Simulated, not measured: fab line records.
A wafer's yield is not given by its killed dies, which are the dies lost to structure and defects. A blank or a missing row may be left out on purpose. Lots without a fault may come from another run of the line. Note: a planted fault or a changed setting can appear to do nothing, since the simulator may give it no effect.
What tool caused it? | flow sky130 | 72 wafers from 24 lots sampled at 6 of the route's 708 steps

== WHAT THE GAUGES SHOWED, per wafer ==
SKY_METAL4_CD_MEAS_13: target cd 300 nm. Usual: 299.6 nm for cd_nm, sd 1.5.
lot  | measured     | on        | cd_nm (nm)        | flag
L074 | day 41 16:56 | cd_sem-02 | 300.6 301.3 300.9 |
L075 | day 42 04:37 | cd_sem-02 | 296.9 298.1 297.4 |
L076 | day 42 09:02 | cd_sem-01 | 301.1 299.4 299.7 |
L077 | day 42 11:01 | cd_sem-02 | 299.9 299.1 298.2 |
L078 | day 43 10:55 | cd_sem-02 | 297.3 298.5 298.9 |
L079 | day 43 16:04 | cd_sem-02 | 299.3 300.8 300.4 |
L081 | day 44 02:05 | cd_sem-01 | 299.4 300.5 301.6 |
L080 | day 44 02:28 | cd_sem-01 | 301.9 299.7 299.5 |
L082 | day 44 05:45 | cd_sem-02 | 299.3 301.1 300.6 |
L083 | day 44 12:39 | cd_sem-01 | 300.7 299.7 300.4 |
L084 | day 44 19:33 | cd_sem-02 | 298.3 298.7 297.2 |
L085 | day 45 06:16 | cd_sem-02 | 297.3 298.4 298.2 |
L086 | day 45 08:19 | cd_sem-02 | 299.1 299.6 299.2 |
L087 | day 45 15:31 | cd_sem-01 | 299.0 299.6 298.5 |
L088 | day 45 21:30 | cd_sem-02 | 297.9 298.5 298.3 |
L090 | day 46 11:29 | cd_sem-02 | 298.9 298.7 301.2 |
L089 | day 46 11:33 | cd_sem-01 | 302.9 304.0 302.6 |
L091 | day 46 14:05 | cd_sem-02 | 299.7 299.5 300.8 |
L092 | day 46 16:48 | cd_sem-01 | 297.9 297.9 298.7 |
L093 | day 46 20:16 | cd_sem-01 | 300.7 301.7 299.4 |
L094 | day 46 23:41 | cd_sem-02 | 301.8 300.9 300.3 |
L095 | day 47 02:27 | cd_sem-02 | 299.7 298.4 298.6 |
L096 | day 47 17:43 | cd_sem-01 | 296.4 298.0 296.8 |
L097 | day 47 21:27 | cd_sem-01 | 299.9 301.6 299.3 |

SKY_METAL4_OVL_MEAS_14. Usual: for METAL4_OVL the level is -2 nm and the standard deviation is 5.1.
lot  | measured     | on         | METAL4_OVL (nm) | flag
L074 | day 41 17:02 | overlay-02 | -12 0 -14       |
L075 | day 42 04:44 | overlay-02 | 4 0 2           |
L076 | day 42 09:08 | overlay-01 | 2 -3 -1         |
L077 | day 42 11:05 | overlay-02 | -2 -4 -4        |
L078 | day 43 11:00 | overlay-01 | 3 4 3           |
L079 | day 43 16:11 | overlay-02 | -17 -14 -14     |
L081 | day 44 02:11 | overlay-01 | -6 -6 2         |
L080 | day 44 02:35 | overlay-01 | -1 -7 -1        |
L082 | day 44 05:52 | overlay-01 | 2 3 5           |
L083 | day 44 12:44 | overlay-01 | -1 3 5          |
L084 | day 44 19:40 | overlay-01 | -6 -3 -3        |
L085 | day 45 06:23 | overlay-02 | 3 1 -5          |
L086 | day 45 08:26 | overlay-02 | -8 0 3          |
L087 | day 45 15:38 | overlay-01 | -10 -9 -3       |
L088 | day 45 21:37 | overlay-02 | -12 -9 -4       |
L090 | day 46 11:35 | overlay-01 | -4 -2 3         |
L089 | day 46 11:38 | overlay-02 | 3 -4 -3         |
L091 | day 46 14:11 | overlay-02 | -8 -9 2         |
L092 | day 46 16:55 | overlay-02 | -3 -4 2         |
L093 | day 46 20:23 | overlay-02 | 3 -5 -5         |
L094 | day 46 23:47 | overlay-01 | -5 -9 -1        |
L095 | day 47 02:33 | overlay-01 | -5 -8 -4        |
L096 | day 47 17:50 | overlay-01 | 8 -2 9          |
L097 | day 47 21:34 | overlay-02 | 1 6 4           |

SKY_PASSIVATION_THK_MEAS_01. Usual: for PASSIVATION_CVD_00_THK the level is 89.8 nm and the standard deviation is 1.3.
lot  | measured     | on            | PASSIVATION_CVD_00_THK (nm) | flag
L074 | day 43 17:42 | film_metro-02 | 89.7 89.9 89.9              |
L075 | day 44 06:34 | film_metro-01 | 89.3 89.0 89.6              |
L076 | day 44 10:16 | film_metro-03 | 89.3 91.8 91.8              |
L077 | day 44 11:37 | film_metro-03 | 91.2 92.5 91.9              |
L078 | day 45 11:37 | film_metro-01 | 92.1 92.3 91.0              |
L079 | day 45 15:35 | film_metro-01 | 88.2 88.1 90.2              |
L081 | day 46 02:01 | film_metro-02 | 87.7 89.4 88.1              |
L080 | day 46 02:28 | film_metro-01 | 88.9 90.5 91.4              |
L082 | day 46 05:00 | film_metro-01 | 87.4 88.3 90.4              |
L083 | day 46 10:35 | film_metro-02 | 88.2 89.3 89.7              |
L084 | day 46 18:17 | film_metro-01 | 89.9 90.8 90.8              |
L085 | day 47 04:00 | film_metro-02 | 86.9 88.0 88.8              |
L086 | day 47 05:14 | film_metro-01 | 90.5 89.4 91.0              |
L087 | day 47 12:23 | film_metro-01 | 88.8 89.6 91.5              |
L088 | day 47 18:14 | film_metro-01 | 88.9 89.4 89.9              |
L090 | day 48 07:47 | film_metro-02 | 89.4 89.5 90.9              |
L089 | day 48 07:02 | film_metro-03 | 90.3 91.9 92.9              |
L091 | day 48 09:10 | film_metro-03 | 91.8 91.4 92.1              |
L092 | day 48 12:24 | film_metro-03 | 89.1 90.3 89.5              |
L093 | day 48 15:06 | film_metro-02 | 88.6 89.7 90.1              |
L094 | day 48 18:59 | film_metro-03 | 89.6 91.9 91.1              |
L095 | day 48 21:29 | film_metro-03 | 88.3 89.6 89.3              |
L096 | day 49 10:39 | film_metro-02 | 90.9 90.3 90.8              |
L097 | day 49 13:59 | film_metro-03 | 89.0 89.2 90.0              |

SKY_PAD_OPEN_BOW_MEAS_13. Usual: for PAD_OPEN_BOW the level is 47 um and the standard deviation is 10.
lot  | measured     | on            | PAD_OPEN_BOW (um) | flag
L074 | day 45 15:23 | film_metro-04 | 65 53 53          |
L075 | day 46 04:01 | film_metro-01 | 62 48 53          |
L076 | day 46 07:16 | film_metro-01 | 47 52 44          |
L077 | day 46 08:46 | film_metro-01 | 60 48 51          |
L078 | day 47 06:34 | film_metro-03 | 65 53 62          |
L079 | day 47 10:55 | film_metro-03 | 48 47 37          |
L081 | day 47 20:14 | film_metro-04 | 48 45 49          |
L080 | day 47 20:45 | film_metro-04 | 30 30 45          |
L082 | day 47 23:20 | film_metro-04 | 44 43 46          |
L083 | day 48 05:02 | film_metro-03 | 35 44 46          |
L084 | day 48 12:55 | film_metro-04 | 60 52 46          |
L085 | day 48 20:59 | film_metro-03 | 42 47 57          |
L086 | day 48 22:54 | film_metro-03 | 39 27 17          |
L087 | day 49 04:56 | film_metro-03 | 59 61 50          |
L088 | day 49 10:27 | film_metro-03 | 32 25 37          |
L090 | day 49 22:11 | film_metro-01 | 43 49 42          |
L089 | day 49 23:41 | film_metro-04 | 55 49 40          |
L091 | day 50 01:11 | film_metro-04 | 43 34 47          |
L092 | day 50 03:08 | film_metro-01 | 53 39 43          |
L093 | day 50 05:08 | film_metro-03 | 41 52 40          |
L094 | day 50 08:20 | film_metro-03 | 41 36 45          |
L095 | day 50 10:59 | film_metro-03 | 55 62 56          |
L096 | day 50 22:01 | film_metro-04 | 60 50 49          |
L097 | day 51 00:38 | film_metro-04 | 70 64 53          |

== TOOL THAT RAN EACH LOT (tool first, then ch and the chambers of the sampled wafers, then the start) ==
lot  | SKY_METAL5_SPUTTER_01        | SKY_PAD_OPEN_STRIP_08
L074 | pvd_sputter-01, day 42 18:31 | plasma_asher-03 ch 0,1, day 45 13:17
L075 | pvd_sputter-02, day 43 07:13 | plasma_asher-03 ch 0,1, day 46 01:55
L076 | pvd_sputter-02, day 43 10:32 | plasma_asher-01 ch 0,1, day 46 05:10
L077 | pvd_sputter-01, day 43 12:20 | plasma_asher-03 ch 0,1, day 46 06:39
L078 | pvd_sputter-04, day 44 13:18 | plasma_asher-04 ch 0,1, day 47 04:25
L079 | pvd_sputter-04, day 44 17:35 | plasma_asher-01 ch 0,1, day 47 08:49
L081 | pvd_sputter-02, day 45 03:35 | plasma_asher-03 ch 0,1, day 47 18:08
L080 | pvd_sputter-04, day 45 03:53 | plasma_asher-03 ch 0,1, day 47 18:37
L082 | pvd_sputter-02, day 45 06:40 | plasma_asher-04 ch 0,1, day 47 21:13
L083 | pvd_sputter-02, day 45 13:05 | plasma_asher-03 ch 0,1, day 48 02:56
L084 | pvd_sputter-02, day 45 20:40 | plasma_asher-01 ch 0,1, day 48 09:53
L085 | pvd_sputter-02, day 46 06:41 | plasma_asher-04 ch 0,1, day 48 18:53
L086 | pvd_sputter-01, day 46 08:11 | plasma_asher-01 ch 0,1, day 48 20:25
L087 | pvd_sputter-01, day 46 15:32 | plasma_asher-01 ch 0,1, day 49 02:46
L088 | pvd_sputter-02, day 46 20:38 | plasma_asher-04 ch 0,1, day 49 08:22
L090 | pvd_sputter-01, day 47 10:59 | plasma_asher-03 ch 0,1, day 49 20:05
L089 | pvd_sputter-04, day 47 10:41 | plasma_asher-04 ch 0,1, day 49 19:49
L091 | pvd_sputter-01, day 47 13:15 | plasma_asher-03 ch 0,1, day 49 22:03
L092 | pvd_sputter-01, day 47 16:05 | plasma_asher-04 ch 0,1, day 50 00:38
L093 | pvd_sputter-02, day 47 18:47 | plasma_asher-01 ch 0,1, day 50 03:02
L094 | pvd_sputter-02, day 47 23:28 | plasma_asher-03 ch 0,1, day 50 06:14
L095 | pvd_sputter-04, day 48 01:16 | plasma_asher-01 ch 0,1, day 50 08:52
L096 | pvd_sputter-02, day 48 15:58 | plasma_asher-03 ch 0,1, day 50 19:40
L097 | pvd_sputter-04, day 48 19:15 | plasma_asher-03 ch 0,1, day 50 22:25
- SKY_METAL5_SPUTTER_01: material TiN, target thk 20 nm, time 16.7 s.
- SKY_PAD_OPEN_STRIP_08: strips in O2/N2.

== WHAT THE TOOLS THEMSELVES READ (means of the sampled wafers that have a number; where no wafer has one, the mark that the record gives instead) ==
SKY_METAL5_SPUTTER_01. Usual: 29.9 % for throttle_valve_pct, sd 1.3.
lot  | tool           | throttle_valve_pct (%) | flag
L074 | pvd_sputter-01 | 30.8                   |
L075 | pvd_sputter-02 | 29.4                   |
L076 | pvd_sputter-02 | 29.4                   |
L077 | pvd_sputter-01 | 30.7                   |
L078 | pvd_sputter-04 | 30.1                   |
L079 | pvd_sputter-04 | 30.9                   |
L081 | pvd_sputter-02 | 29.6                   |
L080 | pvd_sputter-04 | 29.9                   |
L082 | pvd_sputter-02 | 29.4                   |
L083 | pvd_sputter-02 | 29.6                   |
L084 | pvd_sputter-02 | 30.1                   |
L085 | pvd_sputter-02 | 28.6                   |
L086 | pvd_sputter-01 | 31.1                   |
L087 | pvd_sputter-01 | 30.8                   |
L088 | pvd_sputter-02 | 29.6                   |
L090 | pvd_sputter-01 | 31.7                   |
L089 | pvd_sputter-04 | 29.0                   |
L091 | pvd_sputter-01 | 31.1                   |
L092 | pvd_sputter-01 | 30.2                   |
L093 | pvd_sputter-02 | 29.4                   |
L094 | pvd_sputter-02 | 29.1                   |
L095 | pvd_sputter-04 | 29.9                   |
L096 | pvd_sputter-02 | 28.8                   |
L097 | pvd_sputter-04 | 31.0                   |

SKY_PAD_OPEN_STRIP_08. Usual: drypump_motor_current_A 5.7 A, standard deviation 0.44; n2_flow_sccm 300.0 sccm, standard deviation 0.93; oes_product_au 0.663 a.u., standard deviation 0.0043.
lot  | tool            | drypump_motor_current_A (A) | n2_flow_sccm (sccm) | oes_product_au (a.u.) | flag
L074 | plasma_asher-03 | 5.7                         | 299.9               | 0.662                 |
L075 | plasma_asher-03 | 6.1                         | 300.2               | 0.665                 |
L076 | plasma_asher-01 | 5.4                         | 299.6               | 0.667                 |
L077 | plasma_asher-03 | 6.1                         | 300.2               | 0.660                 |
L078 | plasma_asher-04 | 5.8                         | 299.0               | 0.660                 |
L079 | plasma_asher-01 | 5.3                         | 299.6               | 0.661                 |
L081 | plasma_asher-03 | 6.1                         | 299.3               | 0.662                 |
L080 | plasma_asher-03 | 6.1                         | 299.0               | 0.662                 |
L082 | plasma_asher-04 | 5.7                         | 299.3               | 0.666                 |
L083 | plasma_asher-03 | 5.7                         | 299.5               | 0.662                 |
L084 | plasma_asher-01 | 5.3                         | 299.1               | 0.662                 |
L085 | plasma_asher-04 | 5.7                         | 299.5               | 0.659                 |
L086 | plasma_asher-01 | 5.3                         | 298.7               | 0.665                 |
L087 | plasma_asher-01 | 5.3                         | 299.9               | 0.661                 |
L088 | plasma_asher-04 | 5.7                         | 301.3               | 0.663                 |
L090 | plasma_asher-03 | 6.1                         | 300.3               | 0.662                 |
L089 | plasma_asher-04 | 5.7                         | 299.7               | 0.663                 |
L091 | plasma_asher-03 | 6.1                         | 301.2               | 0.660                 |
L092 | plasma_asher-04 | 5.7                         | 300.2               | 0.665                 |
L093 | plasma_asher-01 | 5.4                         | 299.3               | 0.662                 |
L094 | plasma_asher-03 | 6.1                         | 300.9               | 0.663                 |
L095 | plasma_asher-01 | 5.3                         | 301.1               | 0.656                 |
L096 | plasma_asher-03 | 5.7                         | 300.3               | 0.666                 |
L097 | plasma_asher-03 | 6.1                         | 301.0               | 0.656                 |

== THE ANSWER, worked out from the rows above alone ==
Rule: lot off if the mean of its wafers having a number is beyond 3 standard deviations from the usual mean. A lot without any number at a reading at which 4 lots or more have one is off too. Any other lot the step has rows for is counted as sound. Order of review: gauges by route order, followed by the tools' own readings, for which a lot's mean as printed above is used. At the first step where some lot is off, the reading lying furthest off is the one used; lots without a number count as furthest.
None of the lots is off at any reading shown; this tells nothing.

== WHAT THE SIMULATOR HAD PUT IN ==
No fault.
